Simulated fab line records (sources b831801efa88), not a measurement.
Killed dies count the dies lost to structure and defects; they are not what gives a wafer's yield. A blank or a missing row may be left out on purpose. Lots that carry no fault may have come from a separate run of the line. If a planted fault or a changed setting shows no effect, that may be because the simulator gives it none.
Chamber matching ; flow gf180mcu ; GF_V2_ETCH_16 on rieDiel-01 has 4 sister chambers
The step etches BARC in N2/H2. 4 wafers are shown with their chamber, then 11 later ones without.

== EACH WAFER AND ITS CHAMBER ==
wafer;chamber;drypumpMotorCurrentA (A)
L083.4;1;6.3
L084.5;2;4.8
L088.5;3;5.5
L089.1;0;5.7

== WAFERS WHOSE CHAMBER IS MISSING ==
wafer;drypumpMotorCurrentA (A)
L089.3;4.8
L089.6;5.5
L090.1;4.8
L090.2;6.4
L090.4;5.5
L094.1;5.6
L094.2;4.8
L094.4;6.3
L097.1;6.3
L097.3;5.6
L097.4;4.8

== EACH ONE'S CHAMBER ==
wafer;from the rows above;in truth
L089.3;2;2
L089.6;3;3
L090.1;2;2
L090.2;1;1
L090.4;3;3
L094.1;can't be placed: 3 or 0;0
L094.2;2;2
L094.4;1;1
L097.1;1;1
L097.3;can't be placed: 3 or 0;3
L097.4;2;2
9 of 11 placed correctly. These rows do not allow placing 2 (true chamber among the candidates in 2). 0 placed wrongly.
How it was worked out, from the rows above alone: a wafer's distance from a chamber is the root of the sum, over the readings, of the square of ((its reading less the chamber's mean) divided by the reading's scatter). If the next closest chamber is less than 2 further off than the closest, the wafer can't be placed; otherwise it belongs to the closest. For every chamber, the mean is computed from those of its wafers that are shown. The scatter: root of mean squared gap, hidden wafer to nearest shown wafer, with one shown wafer a chamber.
